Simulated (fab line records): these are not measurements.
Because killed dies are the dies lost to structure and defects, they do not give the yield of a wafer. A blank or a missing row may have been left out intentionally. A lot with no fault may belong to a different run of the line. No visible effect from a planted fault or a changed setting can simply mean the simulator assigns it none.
Which tool is to blame? | flow sky130 | 12 lots (36 wafers sampled), 1 step of a 708-step route

== WHAT THE GAUGES READ, wafer by wafer ==
SKY_CONTACT_CD_MEAS_14: target cd 170 nm.
lot  | measured     | on        | cd_nm (nm)
L075 | day 32 22:30 | cd_sem-02 | 171.6 170.9 170.7
L076 | day 33 03:29 | cd_sem-02 | 170.0 169.9 170.5
L080 | day 33 19:53 | cd_sem-01 | 168.2 168.4 170.2
L081 | day 34 04:37 | cd_sem-01 | 172.2 170.1 171.4
L083 | day 35 00:42 | cd_sem-02 | 169.6 171.3 170.9
L085 | day 35 15:18 | cd_sem-01 | 171.0 171.6 169.9
L086 | day 35 18:36 | cd_sem-01 | 169.6 169.8 168.3
L089 | day 36 18:20 | cd_sem-01 | 171.5 171.3 171.0
L091 | day 37 04:55 | cd_sem-02 | 167.2 168.2 168.8
L093 | day 37 20:44 | cd_sem-01 | 173.0 171.7 171.2
L095 | day 38 04:56 | cd_sem-02 | 171.2 171.7 171.8
L097 | day 38 21:40 | cd_sem-02 | 172.1 173.8 172.5

== WHICH TOOL RAN EACH LOT (tool, then ch and the chambers of the sampled wafers, then the start) ==
Record: no process step prior to these readings.

== THE ANSWER, worked out from the rows above alone ==
Rule: what is usual is taken from the lots themselves. Put in order of their means at a reading, lots are off if they are a third of the lots or fewer, leave a main group of 4 or more, and stand apart from it by a gap of 3 or more times the standard deviation of the main group's means; of several such gaps the widest counts. The tables above print the reading to a certain number of digits; a main group whose means all agree to those digits is not used. Also off: a lot with no number at a reading for which 4 or more lots have one. All remaining lots with rows at the step are treated as sound.
Across all readings shown, no lot is off: no conclusion can be drawn from this.

== WHAT WAS PUT IN BY THE SIMULATOR ==
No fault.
